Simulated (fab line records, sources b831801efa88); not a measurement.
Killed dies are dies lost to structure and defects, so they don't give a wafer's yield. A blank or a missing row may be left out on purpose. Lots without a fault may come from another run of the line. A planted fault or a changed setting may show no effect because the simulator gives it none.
A struck lot beside a sound one | flow sky130 | 15 steps out of a route of 708
Sound: wafers L557.1, L557.3, L557.4. Struck: wafers L556.3, L556.4, L556.6. The cause comes at the end.
At each step with rows: each side's tool, then ch and its chambers, then its first start. Under that, the readings that differ: sound wafers | struck wafers | difference of the means | sigmas: that difference in standard deviations of wafers without a fault.
alike: readings whose means differ by less than 2 such deviations, and words and numbers that are the same on both sides. not compared: withheld readings, readings that some wafer has no value for, bounds like >300 that may hide the same value, and numbers for which the record gives no deviation and whose values overlap.
The two part at a step that has a row with sigmas, a row that says differs or no value, or rows on one side only. Numbers that don't overlap but have no deviation are shown without sigmas and don't part them. A reading that every wafer of one side lacks parts them only if that side has two wafers or more.

first, 4 steps without rows for these wafers: SKY_LDD_P_SOFTBAKE_03 (time 60 s); SKY_LDD_P_EXPOSE_04 (exposes mask PSDM, target cd 380 nm); SKY_LDD_P_PEB_05; SKY_LDD_P_DEVELOP_06 (develop time 60 s).
SKY_LDD_P_CD_MEAS_07: target cd 380 nm.
  sound on cd_sem-02, day 25 07:37; struck on cd_sem-02, day 24 20:51
  reading    | sound             | struck            | difference | sigmas
  cd_nm (nm) | 381.9 383.3 381.2 | 376.1 376.5 375.7 | -6.0       | -2
SKY_LDD_P_OVL_MEAS_08:
  sound on overlay-02, day 25 07:44; struck on overlay-01, day 24 20:56
  alike: LDD_P_OVL
then, 1 step without rows for these wafers: SKY_LDD_P_IMPLANT_09.
SKY_LDD_P_STRIP_10: strips in O2/N2.
  sound on plasma_asher-03 ch 0,1, day 25 07:55; struck on plasma_asher-03 ch 0,1, day 24 21:09
  alike: drypump_motor_current_A, oes_product_au, strip_time_to_endpoint_s
  not compared: rf_hours_counter_h
SKY_LDD_P_TW_MEAS_11:
  sound on film_metro-01, day 25 08:01; struck on film_metro-04, day 24 21:14
  reading  | sound       | struck      | difference | sigmas
  LDD_P_TW | 635 636 633 | 621 623 621 | -13        | -2
then, 3 steps without rows for these wafers: SKY_LDD_HVN_DEHYDRATE_00 (time 60 s); SKY_LDD_HVN_HMDS_01 (prime time 60 s); SKY_LDD_HVN_COAT_02 (resist thk 300 nm).
SKY_LDD_HVN_SOFTBAKE_03: time 60 s.
  sound on litho_track-03 ch 0, day 25 22:40; struck on litho_track-01 ch 0, day 25 11:52
  reading                  | sound             | struck            | difference | sigmas
  heater_power_total_W (W) | 56.61 56.55 56.55 | 57.51 57.51 57.55 | +0.95      | +22
  run_length_s (s)         | 88.99 88.96 89.38 | 86.00 86.17 86.01 | -3.05      | -18
then, 1 step without rows for these wafers: SKY_LDD_HVN_EXPOSE_04 (exposes mask HVNTM, target cd 700 nm).
-- the record jumps here: 24 days lie between the struck wafers' starts before and after (it left off in module LDD_HVN and takes up again in module PAD_OPEN, whose first step shown is number 708 of the route) --
SKY_PAD_OPEN_PROBE_99:
  sound on prober-02, day 49 20:39; struck on prober-01, day 49 16:32
  alike: killed_at_M0_to_M3, killed_at_M4_up, killed_at_contacts, killed_at_front_end, killed_at_other, killed_dies, killed_open, killed_short

WHERE THEY PART
First at SKY_LDD_P_CD_MEAS_07; last, within this record, at SKY_LDD_HVN_SOFTBAKE_03. Later steps at which nothing parts them and some readings are alike: SKY_PAD_OPEN_PROBE_99.

WHY: what the simulator had put in
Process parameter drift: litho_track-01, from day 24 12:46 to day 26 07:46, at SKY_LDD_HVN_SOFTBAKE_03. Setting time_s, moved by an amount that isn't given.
